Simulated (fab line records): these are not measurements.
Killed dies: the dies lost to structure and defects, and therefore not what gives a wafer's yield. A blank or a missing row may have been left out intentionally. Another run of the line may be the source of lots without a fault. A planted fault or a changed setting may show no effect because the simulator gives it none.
The tool behind it: which one? ; flow sky130 ; at 1 step of a route of 708, 6 lots with 18 wafers sampled

== WHAT THE GAUGES SHOWED, per wafer ==
SKY_VT_ADJUST_PCH_TW_MEAS_10.
lot;measured;on;VT_ADJUST_PCH_TW
L960;day 10 17:33;film metro-01;143.9 143.5 143.7
L962;day 11 00:32;film metro-04;144.0 144.4 143.8
L964;day 12 01:55;film metro-02;143.0 142.4 143.7
L966;day 12 11:05;film metro-01;142.6 144.0 142.6
L969;day 13 11:22;film metro-01;142.2 141.7 142.0
L978;day 16 08:27;film metro-04;145.0 145.7 144.9

== WHAT TOOL EACH LOT RAN ON (gives the tool, then ch and the chambers of the sampled wafers, and finally the start) ==
Before these readings, the record contains no process step.

== THE ANSWER, worked out from the rows above alone ==
Rule: what is usual is taken from the lots themselves. The widest of any qualifying gaps counts: lots, ordered by their means at a reading, are off when they make up no more than a third of the lots, leave a main group of 4 or more, and stand apart from it by 3 or more times the standard deviation of that group's means. If all means in a main group match to the digits the tables above print for the reading, that group is not used. Also off: a lot with no number at a reading for which 4 or more lots have one. Any other lot the step has rows for is counted as sound.
Nothing can be told from this: no lot is off at any reading shown.

== WHAT THE SIMULATOR HAD PUT IN ==
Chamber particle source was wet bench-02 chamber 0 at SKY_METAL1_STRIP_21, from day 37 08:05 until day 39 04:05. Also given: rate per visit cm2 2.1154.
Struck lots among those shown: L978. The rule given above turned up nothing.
